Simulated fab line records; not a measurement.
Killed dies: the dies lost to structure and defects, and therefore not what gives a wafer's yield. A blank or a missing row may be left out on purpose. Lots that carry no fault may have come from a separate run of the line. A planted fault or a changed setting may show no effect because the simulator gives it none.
fab line records | flow sfqLine
[record] lots = 14 | wafers = 42 | lastDay = 95
route steps=325 shown I4@175 M5@204 M6@263 I6@267
lots that met no fault: from a run of the same line without faults
startH: hours from the record's first day to the start of the lot's first wafer shown | waitH: time in hours since the lot's previous step | " repeats the value in the row above | L1.1+2: a single row standing in for several wafers | - either no value or no given start | * or withheld: withheld | < > ~ a bound
route shown NAME@n: names a module that has steps shown in the file, with the first one's number in the route | usual: mean/standard deviation of fault-free wafers | same: alike in all rows | chamber/n: place in a boat | sites: per-site readings | _std_site: standard deviation across them | _edge_site: the outer-site mean with the inner-site mean subtracted | radiusMm: for every site, how far away it sits from the centre of the wafer | mask NAME#n: copy n | behind: the tool/chamber that last shaped the wafer | hold: reason for holding the lot/hours on hold/outcome of the hold | device: transistor that didn't switch, given as n, p or np | end of line: the tests these same wafers got at the end of their route | a step without rows: its recipe alone | killed: not the wafer's yield, but the dies lost to structure and defects at the first sort | map: a wafer's dies, x killed, . not, _ none there
set.NAME: the setting as run; set.NAME@STEP: as run at that earlier step | model.NAME: the simulator's own value behind a step, which no gauge read
a sample of lots followed through the steps of the route, with each step as a table and each wafer as a row
services: the hour from which a tool's chamber was out of use, counted from the record's first day as startH (under 0 if before that day), plus the number of hours and why
[[steps]]
[step SFQ_TRILAYER_I4_VIA_ETCH_VIA_ETCH_106]
[recipe] target = SiO2 | stopOn = Nb | maskMaterial = PR | taperDeg = 20 | chemistry = CHF3 | targetDepthNm = 260 | sourceW = 500 | biasW = 80 | pressureMtorr = 30 | timeS = withheld
[usual] drypumpMotorCurrentA = 5.64/0.27 | oesProductAu = 0.854/0.0051 | rfFwdPowerW = 498.3/1.6
lot.wafer | tool       | chamber | startH  | waitH | drypumpMotorCurrentA | oesProductAu | rfFwdPowerW
L994.2    | rieDiel-01 | 1       | 1301.80 | 0.0   | 5.26                 | 0.855        | 498.2
L994.3    | "          | 2       | "       | "     | 6.00                 | 0.854        | 500.2
L994.4    | "          | 3       | "       | "     | 5.67                 | 0.858        | 498.2
L995.3    | rieDiel-03 | 1       | 1310.51 | 0.0   | 5.72                 | 0.853        | 499.9
L995.4    | "          | 0       | "       | "     | 5.65                 | 0.862        | 495.5
L995.6    | "          | 1       | "       | "     | 5.72                 | 0.857        | 499.2
L996.1    | rieDiel-01 | 2       | 1312.91 | 0.0   | 6.06                 | 0.850        | 499.8
L996.4    | "          | 0       | "       | "     | 5.36                 | 0.849        | 495.1
L996.5    | "          | 1       | "       | "     | 5.30                 | 0.858        | 500.0
L997.1    | rieDiel-03 | 3       | 1315.31 | 0.0   | 5.94                 | 0.868        | 499.6
L997.4    | "          | 0       | "       | "     | 5.67                 | 0.858        | 496.5
L997.6    | "          | 3       | "       | "     | 5.93                 | 0.859        | 500.0
L998.3    | rieDiel-01 | 0       | 1317.71 | 0.0   | 5.38                 | 0.858        | 499.8
L998.4    | "          | 1       | "       | "     | 5.29                 | 0.861        | 498.2
L998.5    | "          | 0       | "       | "     | 5.40                 | 0.843        | 500.4
L101.2    | rieDiel-01 | 1       | 1328.51 | 0.0   | 5.27                 | 0.860        | 499.9
L101.4    | "          | 3       | "       | "     | 5.64                 | 0.856        | 497.9
L101.6    | "          | 1       | "       | "     | 5.26                 | 0.855        | 501.0
L104.3    | rieDiel-01 | 0       | 1341.71 | 0.0   | 5.39                 | 0.856        | 495.5
L104.4    | "          | 3       | "       | "     | 5.67                 | 0.850        | 499.5
L104.5    | "          | 3       | "       | "     | 5.66                 | 0.854        | 498.7
L106.1    | rieDiel-01 | 2       | 1345.31 | 0.0   | 6.00                 | 0.849        | 502.4
L106.2    | "          | 3       | "       | "     | 5.66                 | 0.851        | 498.7
L106.6    | "          | 2       | "       | "     | 6.01                 | 0.849        | 499.2
L107.1    | rieDiel-03 | 2       | 1346.51 | 0.0   | 5.57                 | 0.856        | 497.2
L107.3    | "          | 3       | "       | "     | 5.93                 | 0.855        | 498.7
L107.4    | "          | 1       | "       | "     | 5.74                 | 0.846        | 498.8
L111.2    | rieDiel-03 | 2       | 1353.73 | 0.0   | 5.54                 | 0.848        | 501.6
L111.3    | "          | 1       | "       | "     | 5.74                 | 0.853        | 496.4
L111.4    | "          | 2       | "       | "     | 5.57                 | 0.854        | 500.8
L113.1    | rieDiel-01 | 3       | 1480.58 | 0.0   | 5.67                 | 0.860        | 496.5
L113.2    | "          | 1       | "       | "     | 5.32                 | 0.857        | 500.4
L113.5    | "          | 0       | "       | "     | 5.37                 | 0.862        | 498.0
L115.2    | rieDiel-02 | 2       | 1500.98 | 0.0   | 5.13                 | 0.852        | 495.8
L115.3    | "          | 0       | "       | "     | 5.62                 | 0.843        | 499.3
L115.4    | "          | 3       | "       | "     | 5.99                 | 0.849        | 498.8
L116.3    | rieDiel-03 | 0       | 1502.18 | 0.0   | 5.65                 | 0.852        | 498.3
L116.4    | "          | 2       | "       | "     | 5.55                 | 0.852        | 497.3
L116.6    | "          | 1       | "       | "     | 5.74                 | 0.852        | 499.2
L117.1    | rieDiel-01 | 3       | 1508.18 | 0.0   | 5.66                 | 0.853        | 496.9
L117.3    | "          | 2       | "       | "     | 6.06                 | 0.850        | 498.2
L117.6    | "          | 3       | "       | "     | 5.67                 | 0.855        | 497.4
[step SFQ_M5_OVL_MEAS_932]
[usual] M5_OVL = 0/5.6
lot.wafer | tool       | chamber | startH  | waitH | M5_OVL[nm]
L994.2    | overlay-02 | -       | 1434.82 | 0.1   | 2
L994.3    | "          | -       | "       | "     | 0
L994.4    | "          | -       | "       | "     | 0
L995.3    | overlay-02 | -       | 1439.62 | 0.1   | 4
L995.4    | "          | -       | "       | "     | 3
L995.6    | "          | -       | "       | "     | 6
L996.1    | overlay-02 | -       | 1442.01 | 0.1   | -7
L996.4    | "          | -       | "       | "     | -1
L996.5    | "          | -       | "       | "     | -4
L997.1    | overlay-02 | -       | 1444.41 | 0.1   | 3
L997.4    | "          | -       | "       | "     | 3
L997.6    | "          | -       | "       | "     | -1
L998.3    | overlay-01 | -       | 1446.82 | 0.1   | 4
L998.4    | "          | -       | "       | "     | 2
L998.5    | "          | -       | "       | "     | 1
L101.2    | overlay-01 | -       | 1461.22 | 0.1   | 7
L101.4    | "          | -       | "       | "     | 5
L101.6    | "          | -       | "       | "     | 8
L104.3    | overlay-02 | -       | 1493.72 | 0.1   | 3
L104.4    | "          | -       | "       | "     | 4
L104.5    | "          | -       | "       | "     | -2
L106.1    | overlay-02 | -       | 1614.54 | 0.1   | -8
L106.2    | "          | -       | "       | "     | -2
L106.6    | "          | -       | "       | "     | -2
L107.1    | overlay-01 | -       | 1618.14 | 0.1   | 5
L107.3    | "          | -       | "       | "     | 4
L107.4    | "          | -       | "       | "     | 6
L111.2    | overlay-01 | -       | 1630.27 | 0.1   | -4
L111.3    | "          | -       | "       | "     | 2
L111.4    | "          | -       | "       | "     | 3
L113.1    | overlay-02 | -       | 1734.50 | 0.1   | -9
L113.2    | "          | -       | "       | "     | -9
L113.5    | "          | -       | "       | "     | -7
L115.2    | overlay-02 | -       | 1750.11 | 0.1   | 2
L115.3    | "          | -       | "       | "     | 3
L115.4    | "          | -       | "       | "     | 7
L116.3    | overlay-01 | -       | 1753.72 | 0.1   | -1
L116.4    | "          | -       | "       | "     | 0
L116.6    | "          | -       | "       | "     | -3
L117.1    | overlay-01 | -       | 1756.10 | 0.1   | -5
L117.3    | "          | -       | "       | "     | -6
L117.6    | "          | -       | "       | "     | -6
[step SFQ_TRILAYER_M6_ETCH_METAL_ETCH_162]
[recipe] target = Nb | stopOn = SiO2 | maskMaterial = PR | chemistry = Cl2/Ar | targetDepthNm = 240 | icpW = 600 | biasW = 80 | pressureMtorr = 10 | timeS = 120
[usual] drypumpMotorCurrentA = 5.9/0.32 | heBacksideLeakSccm = 3.35/0.12 | oesProductAu = 0.897/0.007 | rfFwdPowerW = 596.8/2.3
lot.wafer | tool        | chamber | startH  | waitH | drypumpMotorCurrentA | heBacksideLeakSccm | oesProductAu | rfFwdPowerW | rfHoursCounterH
L994.2    | rieMetal-04 | 0       | 1599.04 | 0.0   | 6.2                  | 3.39               | 0.896        | 597.2       | 84
L994.3    | "           | 1       | "       | "     | 6.0                  | 3.30               | 0.904        | 598.4       | -
L994.4    | "           | 0       | "       | "     | 6.2                  | 3.32               | 0.901        | 598.0       | -
L995.3    | rieMetal-04 | 1       | 1667.60 | 0.1   | 6.1                  | 3.36               | 0.898        | 597.2       | -
L995.4    | "           | 0       | "       | "     | 6.2                  | 3.37               | 0.904        | 595.9       | -
L995.6    | "           | 1       | "       | "     | 6.1                  | 3.37               | 0.890        | 601.9       | -
L996.1    | rieMetal-02 | 1       | 1672.36 | 0.0   | 6.2                  | 3.24               | 0.913        | 598.5       | 18
L996.4    | "           | 0       | "       | "     | 5.4                  | 3.43               | 0.893        | 594.1       | -
L996.5    | "           | 0       | "       | "     | 5.4                  | 2.91               | 0.896        | 594.2       | -
L997.1    | rieMetal-02 | 0       | 1744.20 | 0.0   | 5.4                  | 3.56               | 0.900        | 591.4       | 89
L997.4    | "           | 0       | "       | "     | 5.4                  | 3.57               | 0.897        | 594.3       | -
L997.6    | "           | 1       | "       | "     | 6.3                  | 3.20               | 0.900        | 596.9       | -
L998.3    | rieMetal-04 | 0       | 1745.44 | 0.1   | 6.3                  | 3.46               | 0.904        | 595.4       | -
L998.4    | "           | 1       | "       | "     | 6.1                  | 3.33               | 0.906        | 595.5       | -
L998.5    | "           | 1       | "       | "     | 6.1                  | 3.55               | 0.905        | 595.8       | -
L101.2    | rieMetal-04 | 1       | 1903.17 | 0.0   | 6.1                  | 3.32               | 0.906        | 596.6       | 16
L101.4    | "           | 1       | "       | "     | 6.1                  | 3.35               | 0.895        | 597.8       | -
L101.6    | "           | 1       | "       | "     | 6.0                  | 3.32               | 0.898        | 595.5       | -
L104.3    | rieMetal-02 | 1       | 1927.03 | 0.1   | 6.2                  | 3.29               | 0.888        | 601.7       | -
L104.4    | "           | 0       | "       | "     | 5.4                  | 3.41               | 0.896        | 594.4       | -
L104.5    | "           | 1       | "       | "     | 6.2                  | 3.34               | 0.901        | 598.6       | -
L106.1    | rieMetal-01 | 0       | 1934.19 | 0.0   | 5.9                  | 3.27               | 0.892        | 595.4       | 122
L106.2    | "           | 1       | "       | "     | 5.5                  | 3.39               | 0.883        | 596.3       | 0
L106.6    | "           | 0       | "       | "     | 5.9                  | 3.40               | 0.891        | 596.7       | -
L107.1    | rieMetal-01 | 0       | 1936.59 | 0.0   | 5.9                  | 3.41               | 0.893        | 593.4       | 122
L107.3    | "           | 0       | "       | "     | 5.9                  | 3.35               | 0.898        | 593.2       | -
L107.4    | "           | 1       | "       | "     | 5.5                  | 3.28               | 0.901        | 597.1       | -
L111.2    | rieMetal-04 | 1       | 1953.29 | 0.1   | 6.0                  | 3.24               | 0.897        | 595.5       | -
L111.3    | "           | 1       | "       | "     | 6.1                  | 3.36               | 0.889        | 594.4       | -
L111.4    | "           | 1       | "       | "     | 6.1                  | 3.25               | 0.889        | 597.7       | -
L113.1    | rieMetal-04 | 1       | 1959.25 | 0.1   | 6.0                  | 3.20               | 0.901        | 597.7       | 28
L113.2    | "           | 1       | "       | "     | 6.0                  | 3.27               | 0.895        | 598.3       | -
L113.5    | "           | 1       | "       | "     | 6.1                  | 3.30               | 0.889        | 598.6       | -
L115.2    | rieMetal-01 | 1       | 1983.42 | 0.1   | 5.5                  | 3.38               | 0.906        | 599.4       | -
L115.3    | "           | 1       | "       | "     | 5.4                  | 3.48               | 0.894        | 599.2       | -
L115.4    | "           | 1       | "       | "     | 5.4                  | 3.47               | 0.899        | 601.5       | -
L116.3    | rieMetal-01 | 1       | 1990.66 | 0.1   | 5.5                  | 3.43               | 0.886        | 597.3       | -
L116.4    | "           | 1       | "       | "     | 5.5                  | 3.32               | 0.899        | 601.0       | -
L116.6    | "           | 1       | "       | "     | 5.4                  | 3.39               | 0.894        | 599.2       | -
L117.1    | rieMetal-04 | 1       | 1991.72 | 0.0   | 6.0                  | 3.31               | 0.899        | 599.4       | 35
L117.3    | "           | 0       | "       | "     | 6.2                  | 3.24               | 0.902        | 594.1       | -
L117.6    | "           | 1       | "       | "     | 6.1                  | 3.29               | 0.899        | 599.7       | -
[step SFQ_TRILAYER_I6_CMP_CMP_166]
[recipe] material = SiO2 | downForcePsi = 3 | platenRpm = 60 | padVelocityMS = 0.94248
[usual] motorCurrentA = 10.0/0.97 | slurryFilterDpKPa = 13.49/0.14 | slurryFlowMlMin = 149.9/0.46 | timeToEndpointS = 214/7.9
lot.wafer | tool   | chamber | startH  | waitH | motorCurrentA | slurryFilterDpKPa | slurryFlowMlMin | timeToEndpointS
L994.4    | cmp-01 | 0       | 1600.51 | 0.5   | 10.5          | 13.60             | 149.9           | 211
L994.2    | "      | 1       | "       | "     | 11.1          | 13.27             | 150.2           | 210
L994.3    | "      | 2       | "       | "     | 9.6           | 13.46             | 149.9           | 189
L995.4    | cmp-01 | 1       | 1668.58 | 0.0   | 11.1          | 13.63             | 149.4           | 213
L995.3    | "      | 2       | "       | "     | 10.1          | 13.19             | 150.5           | 198
L995.6    | "      | 1       | 1670.58 | 2.0   | 10.4          | 13.51             | 149.5           | 215
L996.1    | cmp-02 | 1       | 1673.38 | 0.1   | 8.7           | 13.51             | 149.2           | 220
L996.4    | "      | 3       | 1674.38 | 1.0   | 11.4          | 13.34             | 149.2           | 225
L996.5    | "      | 1       | 1675.38 | 2.0   | 8.0           | 13.59             | 150.3           | 217
L997.1    | cmp-01 | 1       | 1745.18 | 0.0   | 10.7          | 13.66             | 150.0           | 224
L997.4    | "      | 0       | 1746.68 | 1.5   | 11.0          | 13.68             | 150.0           | 210
L997.6    | "      | 2       | 1747.68 | 2.5   | 9.3           | 13.30             | 149.2           | 202
L998.3    | cmp-02 | 3       | 1747.48 | 1.1   | 11.6          | 13.28             | 149.7           | 208
L998.4    | "      | 0       | "       | "     | 10.0          | 13.37             | 149.7           | 231
L998.5    | "      | 2       | 1748.98 | 2.6   | 9.2           | 13.67             | 149.1           | 225
L101.4    | cmp-01 | 2       | 1905.15 | 1.0   | 9.1           | 13.41             | 149.9           | 200
L101.2    | "      | 3       | "       | "     | 9.5           | 13.53             | 149.9           | 204
L101.6    | "      | 0       | "       | "     | 11.0          | 13.65             | 149.4           | 206
L104.3    | cmp-02 | 0       | 1927.97 | 0.0   | 10.2          | 13.70             | 148.9           | 176
L104.4    | "      | 3       | 1929.47 | 1.5   | 11.6          | 13.39             | 150.2           | 213
L104.5    | "      | 1       | 1930.47 | 2.5   | 8.7           | 13.34             | 149.8           | 178
L106.1    | cmp-01 | 0       | 1935.67 | 0.5   | 11.0          | 13.64             | 149.8           | 201
L106.2    | "      | 1       | "       | "     | 10.3          | 13.54             | 150.9           | 215
L106.6    | "      | 0       | 1937.67 | 2.5   | 10.9          | 13.28             | 149.3           | 214
L107.3    | cmp-02 | 3       | 1937.57 | 0.0   | 11.6          | 13.36             | 149.8           | 174
L107.4    | "      | 0       | "       | "     | 9.8           | 13.56             | 150.0           | 217
L107.1    | "      | 2       | 1939.07 | 1.5   | 8.8           | 13.46             | 150.7           | 214
L111.2    | cmp-01 | 2       | 1954.97 | 0.0   | 9.9           | 13.34             | 149.2           | 213
L111.4    | "      | 0       | 1955.97 | 1.0   | 10.9          | 13.52             | 150.7           | 222
L111.3    | "      | 1       | "       | "     | 10.4          | 13.37             | 150.4           | 223
L113.2    | cmp-01 | 0       | 1960.96 | 0.0   | 10.9          | 13.50             | 149.9           | 219
L113.1    | "      | 2       | 1961.96 | 1.0   | 9.7           | 13.50             | 149.8           | 211
L113.5    | "      | 0       | 1962.96 | 2.0   | 10.9          | 13.59             | 150.4           | 222
L115.2    | cmp-01 | 1       | 1985.08 | 0.0   | 10.9          | 13.44             | 150.4           | 216
L115.3    | "      | 2       | "       | "     | 10.0          | 13.76             | 150.4           | 207
L115.4    | "      | 0       | 1986.58 | 1.5   | 10.7          | 13.64             | 150.5           | 218
L116.4    | cmp-01 | 1       | 1992.78 | 0.5   | 11.1          | 13.50             | 150.2           | 231
L116.3    | "      | 3       | 1993.78 | 1.5   | 8.7           | 13.26             | 149.8           | 213
L116.6    | "      | 0       | "       | "     | 10.9          | 13.39             | 150.0           | 219
L117.3    | cmp-02 | 2       | 1993.88 | 1.2   | 9.0           | 13.55             | 150.7           | 223
L117.1    | "      | 3       | "       | "     | 11.8          | 13.37             | 150.1           | 218
L117.6    | "      | 1       | 1995.38 | 2.7   | 8.5           | 13.47             | 150.7           | 220
[step SFQ_TRILAYER_I6_METRO_MEASURE_167]
[usual] thkNm = 199.9/1.1
lot.wafer | tool         | chamber | startH  | waitH | thkNm
L994.2    | filmMetro-03 | -       | 1603.33 | 0.3   | 201.7
L994.3    | "            | -       | "       | "     | 199.9
L994.4    | "            | -       | "       | "     | 200.5
L995.3    | filmMetro-01 | -       | 1672.10 | 0.5   | 199.8
L995.4    | "            | -       | "       | "     | 201.3
L995.6    | "            | -       | "       | "     | 201.2
L996.1    | filmMetro-03 | -       | 1676.50 | 0.1   | 198.5
L996.4    | "            | -       | "       | "     | 200.6
L996.5    | "            | -       | "       | "     | 200.4
L997.1    | filmMetro-02 | -       | 1748.30 | 0.1   | 201.6
L997.4    | "            | -       | "       | "     | 200.5
L997.6    | "            | -       | "       | "     | 198.7
L998.3    | filmMetro-01 | -       | 1750.50 | 0.5   | 200.3
L998.4    | "            | -       | "       | "     | 201.3
L998.5    | "            | -       | "       | "     | 201.5
L101.2    | filmMetro-03 | -       | 1907.47 | 0.3   | 198.1
L101.4    | "            | -       | "       | "     | 197.1
L101.6    | "            | -       | "       | "     | 199.9
L104.3    | filmMetro-02 | -       | 1931.49 | 0.5   | 250.5
L104.4    | "            | -       | "       | "     | 199.2
L104.5    | "            | -       | "       | "     | 248.9
L106.1    | filmMetro-02 | -       | 1938.29 | 0.1   | 200.6
L106.2    | "            | -       | "       | "     | 200.4
L106.6    | "            | -       | "       | "     | 201.0
L107.1    | filmMetro-03 | -       | 1940.69 | 0.1   | 199.3
L107.3    | "            | -       | "       | "     | 249.6
L107.4    | "            | -       | "       | "     | 200.1
L111.2    | filmMetro-02 | -       | 1958.29 | 0.3   | 198.2
L111.3    | "            | -       | "       | "     | 200.8
L111.4    | "            | -       | "       | "     | 199.8
L113.1    | filmMetro-03 | -       | 1964.08 | 0.1   | 198.2
L113.2    | "            | -       | "       | "     | 200.3
L113.5    | "            | -       | "       | "     | 200.0
L115.2    | filmMetro-01 | -       | 1988.40 | 0.3   | 202.1
L115.3    | "            | -       | "       | "     | 199.3
L115.4    | "            | -       | "       | "     | 200.2
L116.3    | filmMetro-02 | -       | 1995.80 | 0.5   | 200.6
L116.4    | "            | -       | "       | "     | 200.4
L116.6    | "            | -       | "       | "     | 200.5
L117.1    | filmMetro-01 | -       | 1996.50 | 0.1   | 199.4
L117.3    | "            | -       | "       | "     | 201.5
L117.6    | "            | -       | "       | "     | 200.4
[step SFQ_TRILAYER_I6_VIA_ETCH_VIA_ETCH_172]
[recipe] target = SiO2 | stopOn = Nb | maskMaterial = PR | taperDeg = 20 | chemistry = CHF3 | targetDepthNm = 260 | sourceW = 500 | biasW = 80 | pressureMtorr = 30 | timeS = withheld
[usual] drypumpMotorCurrentA = 5.6/0.44 | oesProductAu = 0.854/0.0056 | rfFwdPowerW = 497.8/1.8
lot.wafer | tool       | chamber | startH  | waitH | drypumpMotorCurrentA | oesProductAu | rfFwdPowerW
L994.2    | rieDiel-02 | 1       | 1606.78 | 0.0   | 5.9                  | 0.858        | 497.5
L994.3    | "          | 2       | "       | "     | 5.1                  | 0.849        | 499.4
L994.4    | "          | 0       | "       | "     | 5.6                  | 0.855        | 496.9
L995.3    | rieDiel-04 | 3       | 1781.38 | 0.0   | 4.9                  | 0.854        | 495.4
L995.4    | "          | 1       | "       | "     | 5.6                  | 0.854        | 496.8
L995.6    | "          | 3       | "       | "     | 4.9                  | 0.864        | 497.8
L996.1    | rieDiel-02 | 1       | 1786.18 | 0.0   | 5.9                  | 0.845        | 494.3
L996.4    | "          | 2       | "       | "     | 5.1                  | 0.856        | 500.2
L996.5    | "          | 1       | "       | "     | 5.9                  | 0.854        | 496.7
L997.1    | rieDiel-03 | 1       | 1838.65 | 0.0   | 5.8                  | 0.859        | 496.7
L997.4    | "          | 0       | "       | "     | 5.7                  | 0.861        | 496.6
L997.6    | "          | 3       | "       | "     | 5.9                  | 0.852        | 497.0
L998.3    | rieDiel-04 | 0       | 1842.25 | 0.0   | 6.6                  | 0.860        | 496.9
L998.4    | "          | 2       | "       | "     | 4.7                  | 0.860        | 500.5
L998.5    | "          | 2       | "       | "     | 4.7                  | 0.855        | 499.5
L101.2    | rieDiel-04 | 2       | 1923.17 | 0.0   | 4.7                  | 0.853        | 495.1
L101.4    | "          | 3       | "       | "     | 4.9                  | 0.844        | 501.7
L101.6    | "          | 2       | "       | "     | 4.7                  | 0.856        | 496.9
L104.3    | rieDiel-03 | 2       | 1953.95 | 0.0   | 5.5                  | 0.985        | 498.0
L104.4    | "          | 3       | "       | "     | 5.9                  | 0.840        | 498.8
L104.5    | "          | 3       | "       | "     | 5.9                  | 0.976        | 497.0
L106.1    | rieDiel-03 | 2       | 1962.35 | 0.0   | 5.5                  | 0.853        | 497.6
L106.2    | "          | 0       | "       | "     | 5.6                  | 0.854        | 497.5
L106.6    | "          | 2       | "       | "     | 5.5                  | 0.855        | 500.2
L107.1    | rieDiel-04 | 3       | 1967.90 | 0.0   | 4.9                  | 0.847        | 497.6
L107.3    | "          | 2       | "       | "     | 4.7                  | 0.971        | 501.0
L107.4    | "          | 1       | "       | "     | 5.6                  | 0.852        | 501.7
L111.2    | rieDiel-02 | 0       | 1990.70 | 0.0   | 5.7                  | 0.851        | 496.1
L111.3    | "          | 1       | "       | "     | 5.9                  | 0.851        | 495.4
L111.4    | "          | 3       | "       | "     | 6.0                  | 0.855        | 499.2
L113.1    | rieDiel-02 | 1       | 1999.10 | 0.0   | 5.9                  | 0.839        | 494.6
L113.2    | "          | 2       | "       | "     | 5.1                  | 0.857        | 496.9
L113.5    | "          | 2       | "       | "     | 5.1                  | 0.854        | 497.5
L115.2    | rieDiel-03 | 2       | 2018.35 | 0.0   | 5.5                  | 0.868        | 498.2
L115.3    | "          | 3       | "       | "     | 5.9                  | 0.845        | 499.7
L115.4    | "          | 0       | "       | "     | 5.6                  | 0.847        | 496.6
L116.3    | rieDiel-04 | 2       | 2021.90 | 0.0   | 4.7                  | 0.859        | 499.0
L116.4    | "          | 3       | "       | "     | 4.9                  | 0.847        | 497.4
L116.6    | "          | 1       | "       | "     | 5.6                  | 0.855        | 499.8
L117.1    | rieDiel-03 | 3       | 2023.10 | 0.0   | 5.9                  | 0.859        | 496.5
L117.3    | "          | 2       | "       | "     | 5.5                  | 0.860        | 497.4
L117.6    | "          | 2       | "       | "     | 5.5                  | 0.849        | 497.8
[[services]]
tool       | chamber | startH  | hours | kind
cmp-01     | -       | 1293.51 | 0.9   | repair
rieDiel-03 | 1       | 1311.83 | 15.0  | repair
rieDiel-03 | -       | 1336.48 | 0.1   | repair
cmp-01     | -       | 1347.22 | 4.3   | pm
rieDiel-03 | 0       | 1349.88 | 7.8   | repair
rieDiel-03 | 3       | 1351.38 | 19.7  | repair
rieDiel-03 | 3       | 1406.62 | 3.9   | repair
rieDiel-03 | 1       | 1407.61 | 5.9   | repair
rieDiel-03 | 0       | 1408.53 | 5.2   | repair
cmp-01     | -       | 1438.23 | 0.7   | repair
cmp-01     | -       | 1477.82 | 1.6   | repair
rieDiel-03 | 1       | 1491.27 | 6.5   | repair
rieDiel-03 | 2       | 1560.16 | 5.5   | repair
rieDiel-03 | 1       | 1617.87 | 7.2   | repair
rieDiel-03 | 2       | 1650.31 | 43.5  | repair
rieDiel-03 | 1       | 1651.54 | 3.9   | repair
rieDiel-03 | 0       | 1652.08 | 14.7  | repair
rieDiel-03 | 0       | 1769.48 | 28.8  | repair
rieDiel-03 | 2       | 1781.72 | 13.5  | repair
rieDiel-03 | 3       | 1782.74 | 8.1   | repair
rieDiel-03 | -       | 1819.68 | 0.7   | repair
rieDiel-03 | -       | 1832.58 | 1.0   | repair
rieDiel-03 | 2       | 1894.72 | 13.3  | repair
rieDiel-03 | 2       | 1966.91 | 16.5  | repair
[[key]]
[firstSign] step = SFQ_TRILAYER_I6_CMP_CMP_166 | reading = timeToEndpointS | direction = down | sigmas = 4.8 | usual = * | struck = *
[effect] step = SFQ_TRILAYER_I6_METRO_MEASURE_167 | reading = thkNm | direction = up | sigmas = 47 | usual = 199.9 | struck = 249.6
[effect] step = SFQ_TRILAYER_I6_VIA_ETCH_VIA_ETCH_172 | reading = oesProductAu | direction = up | sigmas = 22 | usual = 0.854 | struck = 0.977
metAt SFQ_TRILAYER_I6_CMP_CMP_166
struckLots L104,L107
struckWafers L104.3,L104.5,L107.3
notActingAt SFQ_TRILAYER_I4_VIA_ETCH_VIA_ETCH_106,SFQ_M5_OVL_MEAS_932,SFQ_TRILAYER_M6_ETCH_METAL_ETCH_162
onsetBetween 1747.48 1927.97
[fault] kind = processParameterDrift | tool = cmp-02 | chamber = - | onsetH = 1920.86 | steps = SFQ_TRILAYER_I6_CMP_CMP_166 | channel = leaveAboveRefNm | offset = 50 | shape = step | endH = 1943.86 | scope = struckWafersOnly | actsIn = theseRecipesOnly | stated = 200
